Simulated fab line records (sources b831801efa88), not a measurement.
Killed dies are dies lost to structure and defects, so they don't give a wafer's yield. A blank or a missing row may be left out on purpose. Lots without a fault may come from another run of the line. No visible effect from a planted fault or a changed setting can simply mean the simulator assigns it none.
Comparing a struck lot with a sound one    flow sky130    17 out of 708 route steps
Sound: the wafers L542.3, L542.4, L542.6. Struck: wafer L553.2. (L553.4 of the same lot was not struck and is left out.) The cause comes at the end.
At each step with rows: each side's tool, then ch and its chambers, then its first start. Under that, the readings that differ: sound wafers    struck wafers    difference of the means    sigmas: that difference in standard deviations of wafers without a fault.
alike: same words and numbers on both sides, and readings whose means sit less than 2 such deviations apart. not compared: any withheld reading, any reading some wafer has no value for, any bound like >300 that may hide the same value, and any number with overlapping values for which the record gives no deviation.
A row with sigmas, a row that says differs or no value, or rows on one side alone: a step with any of these is where the two part. Numbers that don't overlap but have no deviation are shown without sigmas and don't part them. A reading that every wafer of one side lacks parts them only if that side has two wafers or more.

SKY_VT_ADJUST_LVTN_OVL_MEAS_07:
  sound on overlay-02, day 8 21:58; struck on overlay-01, day 12 00:46
  alike: VT_ADJUST_LVTN_OVL
next, for these wafers, 1 step has no rows: SKY_VT_ADJUST_LVTN_IMPLANT_08.
SKY_VT_ADJUST_LVTN_STRIP_09: strips in O2/N2.
  sound on plasma asher-04 ch 0,1, day 8 22:10; struck on plasma asher-04 ch 1, day 12 00:57
reading                 sound  struck  difference                    sigmas
rf hours counter h (h)  - - -  39      no value on the sound wafers  
  alike: drypump motor current A, oes product au, strip time to endpoint s
SKY_VT_ADJUST_LVTN_TW_MEAS_10:
  sound on film metro-03, day 8 22:16; struck on film metro-03, day 12 01:04
  alike: VT_ADJUST_LVTN_TW
then, 7 steps without rows for these wafers: SKY_VT_ADJUST_LVTN_DEHYDRATE_11 (time 60 s); SKY_VT_ADJUST_LVTN_HMDS_12 (prime time 60 s); SKY_VT_ADJUST_LVTN_COAT_13 (resist thk 1140 nm); SKY_VT_ADJUST_LVTN_SOFTBAKE_14 (time 60 s); SKY_VT_ADJUST_LVTN_EXPOSE_15 (exposes mask HVN STD DERIVED, target cd 600 nm); SKY_VT_ADJUST_LVTN_PEB_16; SKY_VT_ADJUST_LVTN_DEVELOP_17 (develop time 60 s).
SKY_VT_ADJUST_LVTN_OVL_MEAS_18:
  sound on overlay-01, day 9 21:35; struck on overlay-01, day 13 02:36
  alike: VT_ADJUST_LVTN_01_OVL
SKY_VT_ADJUST_LVTN_IMPLANT_19:
  sound on implanter-04 ch 0, day 9 21:39; struck on implanter-04 ch 0, day 13 02:40
SKY_VT_ADJUST_LVTN_STRIP_20: strips in O2/N2.
  sound on plasma asher-04 ch 0,1, day 9 21:47; struck on plasma asher-03 ch 1, day 13 02:47
reading                 sound  struck  difference                    sigmas
rf hours counter h (h)  - - -  15      no value on the sound wafers  
  alike: drypump motor current A, oes product au, strip time to endpoint s
SKY_VT_ADJUST_LVTN_TW_MEAS_21:
  sound on film metro-02, day 9 21:52; struck on film metro-03, day 13 02:53
reading              sound              struck  difference  sigmas
VT_ADJUST_LVTN_2_TW  189.4 189.5 188.9  176.3   -13.0       -5
then, 1 step without rows for these wafers: SKY_VT_ADJUST_NCORE_DEHYDRATE_00 (time 60 s).
-- a jump in the record: the struck wafers' starts before and after are 38 days apart (it breaks off in module VT_ADJUST_NCORE and resumes in module PAD_OPEN, where the first step shown is number 708 of the route) --
SKY_PAD_OPEN_PROBE_99:
  sound on prober-01, day 49 01:14; struck on prober-02, day 51 08:45
  alike: killed_at_M0_to_M3, killed_at_M4_up, killed at contacts, killed at front end, killed at other, killed dies, killed open, killed short
  not compared: model.etest.res pwell under gate.rs ohm sq, model.etest.tip_n_5v.rs ohm sq range, model.etest.nfet_16v.body rise v, model.etest.nfet g5v0d10v5.body rise v, model.etest.nfet g5v0d10v5.vt sat v, model.etest.nfet g5v0d10v5.vt v, model.etest.nfet g5v0d10v5.vt v range, model.etest.nfet g5v0d10v5.vt v rim less centre

== WHERE THEY PART ==
Earliest at SKY_VT_ADJUST_LVTN_STRIP_09; latest, in this record, at SKY_VT_ADJUST_LVTN_TW_MEAS_21. Later steps at which nothing parts them and some readings are alike: SKY_PAD_OPEN_PROBE_99.

WHY: the cause the simulator had injected
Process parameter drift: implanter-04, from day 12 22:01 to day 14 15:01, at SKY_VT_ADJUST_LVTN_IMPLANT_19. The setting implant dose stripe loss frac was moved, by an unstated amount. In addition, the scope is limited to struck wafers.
